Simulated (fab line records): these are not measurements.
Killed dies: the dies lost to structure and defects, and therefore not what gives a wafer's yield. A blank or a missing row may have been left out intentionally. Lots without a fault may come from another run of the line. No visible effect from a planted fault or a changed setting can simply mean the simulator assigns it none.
Tool commonality check	flow gf180mcu	Sampled: 14 lots, 42 wafers

## REASON IT WAS OPENED
At GF_LVPWELL_TW_MEAS_11 the reading LVPWELL_TW is flagged on 3 of 14 lots. No-fault wafers: 556, standard deviation 5.1.
Rule: a lot is flagged in two cases, either no wafer of it has a number, or all its wafers with numbers fall more than 4 standard deviations from that mean. The other lots count as sound.

lot	measured	on	LVPWELL_TW, wafer by wafer	flag
L397	day 3 23:12	film metro-01	559 553 555	
L399	day 4 13:26	film metro-04	561 565 567	
L401	day 4 19:38	film metro-02	553 554 553	
L402	day 5 01:02	film metro-04	561 563 562	
L403	day 5 05:50	film metro-02	558 558 553	
L404	day 5 10:44	film metro-02	556 550 554	
L405	day 5 19:46	film metro-04	569 567 570	
L406	day 5 23:41	film metro-04	564 562 564	
L407	day 6 05:08	film metro-01	556 553 553	
L411	day 7 06:54	film metro-01	666 659 662	FLAGGED
L413	day 7 16:01	film metro-04	676 674 677	FLAGGED
L418	day 8 21:07	film metro-02	661 663 663	FLAGGED
L419	day 9 00:47	film metro-02	550 551 554	
L420	day 9 06:56	film metro-02	553 554 552	
The numbers of the flagged lots are 667 on average: +111 against the usual, or +22 standard deviations.

## WHICH TOOL EACH LOT WENT THROUGH
The record holds 1 process step before the reading, out of a route of 602 steps. Each cell gives the tool, then ch followed by the chambers the sampled wafers passed through, then the start.
lot	flag	GF_LVPWELL_IMPLANT_08
L397		implanter-02 ch 0, day 3 22:50
L399		implanter-01 ch 0, day 4 13:02
L401		implanter-02 ch 0, day 4 19:14
L402		implanter-03 ch 0, day 5 00:38
L403		implanter-03 ch 0, day 5 05:26
L404		implanter-02 ch 0, day 5 10:20
L405		implanter-01 ch 0, day 5 19:25
L406		implanter-01 ch 0, day 5 23:17
L407		implanter-02 ch 0, day 6 04:44
L411	FLAGGED	implanter-01 ch 0, day 7 05:20
L413	FLAGGED	implanter-02 ch 0, day 7 15:19
L418	FLAGGED	implanter-03 ch 0, day 8 20:26
L419		implanter-01 ch 0, day 9 00:25
L420		implanter-02 ch 0, day 9 06:32
These steps, and what they do:
- GF_LVPWELL_IMPLANT_08
- GF_LVPWELL_TW_MEAS_11

## FLAGGED AGAINST TOTAL, ONE TOOL AT A TIME (gauges that did the reading follow at the end)
step	tool	lots run	flagged	share of the flagged lots	sound lots run after its first flagged lot
GF_LVPWELL_IMPLANT_08	implanter-01	5	1	some	1 (L419)
GF_LVPWELL_IMPLANT_08	implanter-02	6	1	some	1 (L420)
GF_LVPWELL_IMPLANT_08	implanter-03	3	1	some	0
GF_LVPWELL_TW_MEAS_11	film metro-01	3	1	some	0
GF_LVPWELL_TW_MEAS_11	film metro-02	6	1	some	2 (L419,L420)
GF_LVPWELL_TW_MEAS_11	film metro-04	5	1	some	0

## THE TABLE: WHAT IT ALLOWS
No row of the table ran every flagged lot.

## WHAT WAS PUT IN BY THE SIMULATOR
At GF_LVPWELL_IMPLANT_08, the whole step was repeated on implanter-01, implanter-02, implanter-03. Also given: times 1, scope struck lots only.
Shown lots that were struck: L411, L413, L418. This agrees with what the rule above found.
